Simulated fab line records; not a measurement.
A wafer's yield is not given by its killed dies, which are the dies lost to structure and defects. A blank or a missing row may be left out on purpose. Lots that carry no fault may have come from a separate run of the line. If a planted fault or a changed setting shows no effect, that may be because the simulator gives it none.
fab line records | flow sfq-line
record lots=6 wafers=18 last-day=82
route steps=325 shown INCOMING@1 L0@3
lots that met no fault: taken from a fault-free run of the same line
start-h: hours from the record's opening day to when the first of the lot's shown wafers began | wait-h: time in hours since the lot's previous step | " repeats the value in the row above | L1.1+2: several wafers, shown together as one row | - no value, or no start was given | * or withheld: withheld | < > ~ a bound
route shown NAME@n: names a module that has steps shown in the file, with the first one's number in the route | usual: average and standard deviation across the fault-free wafers | same: alike in all rows | chamber/n: place in a boat | sites: each site's reading | _std_site: how widely they spread, as a standard deviation | _edge_site: mean of outer sites minus mean of inner sites | radius-mm: for every site, how far away it sits from the centre of the wafer | mask NAME#n: copy n | behind: tool/chamber where the wafer was last shaped | hold: why the lot went on hold/how many hours it stayed there/how the hold came to an end | device: the transistor (n, p or np) that didn't switch | end of line: tests of these same wafers at the route's end | a step given without rows: its recipe and nothing more | killed: count of dies lost to structure and defects at first sort (not the wafer's yield) | map: the dies of a wafer, with x for killed, . for not killed, _ for no die there
set.NAME: the setting that was run; set.NAME@STEP: the one run at that earlier step | model.NAME: the simulator's own value behind a step, which no gauge read
certain route steps with their lots: each step a table, each wafer a row
services: a tool's chamber out of use, with start hour (start-h, from the record's first day; less than 0 if before it), hours out, and reason
## steps
# step SFQ_INCOMING_BOW_MEAS_900
# recipe mode=bow
# usual INCOMING_BOW=0/6.2
# columns lot.wafer tool chamber start-h wait-h INCOMING_BOW[um]
L718.3 film-metro-03 - 30.04 - 7
L718.4 " - " " 14
L718.6 " - " " 3
L726.2 film-metro-02 - 70.02 - 2
L726.3 " - " " 6
L726.4 " - " " -5
L728.1 film-metro-02 - 80.00 - -1
L728.2 " - " " -10
L728.5 " - " " 8
L729.4 film-metro-02 - 85.06 - -15
L729.5 " - " " -5
L729.6 " - " " -4
L731.3 film-metro-04 - 95.04 - 4
L731.4 " - " " -13
L731.6 " - " " -2
L733.2 film-metro-03 - 105.02 - 6
L733.3 " - " " 4
L733.5 " - " " 3
# step SFQ_TRILAYER_INCOMING_OXIDATION_002
# recipe temp-c=1000 ambient=H2O target-thk-a=5000 p-h2o-torr=720 ox-time-s=4939
# usual ox-temp-c=1000.0/0.48 ox-temp-c-max=1006.0/1.4 zone-power-bottom-pct=36/4.5 zone-power-upper-pct=22.9/1.5
# columns lot.wafer tool chamber start-h wait-h ox-temp-c ox-temp-c-max zone-power-bottom-pct zone-power-upper-pct
L718.3 furnace-02 0 30.12 0.1 1000.3 1007.7 32 24.5
L718.4 " 0 " " 999.5 1007.1 32 24.2
L718.6 " 0 " " 1000.3 1008.6 32 24.5
L726.2 furnace-02 0 70.12 0.1 1000.6 1006.1 32 24.1
L726.3 " 0 " " 1000.3 1006.6 32 24.4
L726.4 " 0 " " 1000.1 1007.2 32 24.5
L728.1 furnace-02 - 80.12 0.1 - - - -
L728.2 " - " " - - - -
L728.5 " - " " - - - -
L729.4 furnace-01 - 85.12 0.0 - - - -
L729.5 " - " " - - - -
L729.6 " - " " - - - -
L731.3 furnace-01 0 95.12 0.1 1000.1 1004.9 41 21.3
L731.4 " 0 " " 999.5 1004.8 41 21.1
L731.6 " 0 " " 1000.4 1005.3 41 21.3
L733.2 furnace-01 0 105.12 0.1 999.5 1003.9 40 21.3
L733.3 " 0 " " 999.7 1005.2 41 21.1
L733.5 " 0 " " 999.6 1004.6 41 21.4
# step SFQ_TRILAYER_L0_DEP_SPUTTER_003
# recipe material=MoNx_KI base-pressure-pa=1.33e-06 target-thk-nm=40 power-w=800 time-s=100 chamber-pressure-pa=0.4
# usual chamber-pressure-pa=0.4000/0.00077 throttle-valve-pct=29.7/1.3
# columns lot.wafer tool chamber start-h wait-h chamber-pressure-pa throttle-valve-pct
L718.3 pvd-sputter-03 - 32.49 0.0 0.4012 30.0
L718.4 " - " " 0.4012 31.7
L718.6 " - " " 0.3986 28.3
L726.2 pvd-sputter-06 - 72.49 0.0 0.4007 29.1
L726.3 " - " " 0.3997 30.8
L726.4 " - " " 0.4002 30.6
L728.1 pvd-sputter-06 - 82.49 0.0 0.4010 29.3
L728.2 " - " " 0.3994 29.0
L728.5 " - " " 0.3982 29.5
L729.4 pvd-sputter-04 - 87.49 0.0 0.4008 27.8
L729.5 " - " " 0.4001 27.7
L729.6 " - " " 0.4004 31.2
L731.3 pvd-sputter-04 - 97.49 0.0 0.4009 27.5
L731.4 " - " " 0.3986 31.2
L731.6 " - " " 0.3997 28.0
L733.2 pvd-sputter-06 - 107.49 0.0 0.4006 29.1
L733.3 " - " " 0.3996 29.3
L733.5 " - " " 0.3986 30.8
## services
# columns tool chamber start-h hours kind
pvd-sputter-06 - 32.39 8.8 repair
furnace-02 - 72.49 3.5 pm
pvd-sputter-06 - 84.89 2.4 repair
furnace-01 - 89.45 4.3 pm
## key
first-sign step=SFQ_TRILAYER_INCOMING_OXIDATION_002 reading=tool-record direction=missing
effect none on later readings
met-at SFQ_TRILAYER_INCOMING_OXIDATION_002
struck-wafers L728.1,L728.2,L728.5,L729.4,L729.5,L729.6
onset-between 70.12 80.12
fault kind=skipped-step-whole tool=furnace-01,furnace-02 chamber=- onset-h=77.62 steps=SFQ_TRILAYER_INCOMING_OXIDATION_002 scope=struck-lots-only
